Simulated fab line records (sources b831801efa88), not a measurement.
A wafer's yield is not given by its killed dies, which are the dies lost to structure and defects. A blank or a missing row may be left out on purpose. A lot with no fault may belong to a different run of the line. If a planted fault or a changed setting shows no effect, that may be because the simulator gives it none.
Struck lot and sound lot, side by side | flow sky130 | 17 steps out of a route of 708
Sound: the wafers L646.2, L646.3, L646.4. Struck: wafer L663.5 (L663.3, L663.6, from the same lot, were not struck and are left out); the cause is given at the end.
Each step with rows lists, per side, the tool, then ch with its chambers, then its first start. Under that, the readings that differ: sound wafers | struck wafers | difference of the means | sigmas: that difference in standard deviations of wafers without a fault.
alike: words and numbers the same on both sides, and readings whose means are apart by under 2 such deviations; not compared: readings that were withheld, readings missing a value for some wafer, numbers with overlapping values and no deviation given by the record, and bounds like >300 which may hide the same value.
A row with sigmas, a row that says differs or no value, or rows on one side alone: a step with any of these is where the two part. Non-overlapping numbers with no deviation appear without sigmas and do not part them. A reading missing from all wafers of one side parts the sides only when that side holds two or more wafers.

first, 2 steps without rows for these wafers: SKY_LOCAL_INTERCONNECT_PEB_09; SKY_LOCAL_INTERCONNECT_DEVELOP_10 (develop time 60 s).
SKY_LOCAL_INTERCONNECT_CD_MEAS_11 targets a cd of 170 nm.
  struck on cd sem-01, day 37 16:31; sound on cd sem-02, day 33 08:28
  alike: cd nm
SKY_LOCAL_INTERCONNECT_OVL_MEAS_12:
  struck on overlay-02, day 37 16:37; sound on overlay-02, day 33 08:35
  reading                     | sound     | struck | difference | sigmas
  LOCAL_INTERCONNECT_OVL (nm) | -9 -9 -15 | 2      | +13        | +3
SKY_LOCAL_INTERCONNECT_ETCH_13: etches BARC in N2/H2, stops on SiO2, time 45.9 s, target depth 60 nm.
  sound on rie metal-03 ch 0,1, day 33 08:37; struck on rie metal-01 ch 0, day 37 16:40
  reading                      | sound             | struck | difference | sigmas
  he backside leak sccm (sccm) | 3.2 3.4 3.3       | 5.5    | +2.2       | +7
  oes product au (a.u.)        | 0.848 0.855 0.846 | 0.862  | +0.012     | +2
  alike: chamber pressure mTorr, drypump motor current A, n2 flow sccm, throttle valve pct
  not compared: rf hours counter h
SKY_LOCAL_INTERCONNECT_METAL_ETCH_14: etches TiN in Cl2/BCl3, stops on PSG, target depth 110 nm, time 31.4 s.
  sound on rie metal-03 ch 0,1, day 33 08:40; struck on rie metal-01 ch 0, day 37 16:43
  alike: chamber pressure mTorr, drypump motor current A, he backside leak sccm, oes product au, throttle valve pct
  not compared: rf hours counter h
SKY_LOCAL_INTERCONNECT_STRIP_15: strips in O2/N2.
  sound on plasma asher-04 ch 0,1, day 33 08:43; struck on plasma asher-04 ch 0, day 37 16:47
  alike: chamber pressure mTorr, drypump motor current A, n2 flow sccm, oes product au, strip time to endpoint s
  not compared: rf hours counter h
then, 3 steps without rows for these wafers: SKY_LOCAL_INTERCONNECT_STRIP_16 (strips in post etch residue remover, time 1200 s); SKY_LOCAL_INTERCONNECT_CLEAN_17 (cleans in IPA, time 180 s); SKY_LOCAL_INTERCONNECT_CLEAN_18 (cleans in O3/DIW).
SKY_CONTACT_CVD_00: deposits Si3N4, target thk 75 nm.
  sound on pecvd-02 ch 0,1,2, day 33 09:19; struck on pecvd-02 ch 0, day 37 17:21
  alike: heater power w
SKY_CONTACT_THK_MEAS_01:
  struck on film metro-03, day 37 17:25; sound on film metro-01, day 33 09:22
  alike: CONTACT_CVD_00_THK
SKY_CONTACT_HDPCVD_02: deposits SiO2, target thk 565 nm, time 94.2 s.
  sound on hdpcvd-02 ch 0,1, day 33 09:25; struck on hdpcvd-01 ch 0, day 37 17:27
  reading                                     | sound             | struck | difference | sigmas
  run length s (s)                            | 121.2 122.1 122.0 | 101.3  | -20.5      | -39
  model.SiO2_of_CONTACT_HDPCVD_02.thk nm (nm) | 557.4 563.1 558.1 | 449.6  | -109.9     |
SKY_CONTACT_THK_MEAS_03:
  struck on film metro-02, day 37 17:32; sound on film metro-02, day 33 09:29
  reading                 | sound       | struck | difference | sigmas
  CONTACT_HDPCVD_THK (nm) | 557 564 558 | 450    | -110       | -19
SKY_CONTACT_CMP_04: polishes SiO2.
  sound on cmp-01 ch 0,1,3, day 33 09:32; struck on cmp-01 ch 2, day 37 17:43
  reading                | sound    | struck | difference | sigmas
  time to endpoint s (s) | 75 80 77 | 43     | -34        | -10
  alike: motor current A, platen rpm, slurry flow ml min
SKY_CONTACT_BOW_MEAS_05:
  struck on film metro-01, day 37 17:55; sound on film metro-02, day 33 09:52
  alike: CONTACT_BOW
SKY_PAD_OPEN_PROBE_99:
  the record has rows for the sound wafers here (prober-01, day 48 02:08) and none for the struck ones

WHERE THEY PART
First at SKY_LOCAL_INTERCONNECT_OVL_MEAS_12; last, within this record, at SKY_PAD_OPEN_PROBE_99.

WHY: the cause the simulator had injected
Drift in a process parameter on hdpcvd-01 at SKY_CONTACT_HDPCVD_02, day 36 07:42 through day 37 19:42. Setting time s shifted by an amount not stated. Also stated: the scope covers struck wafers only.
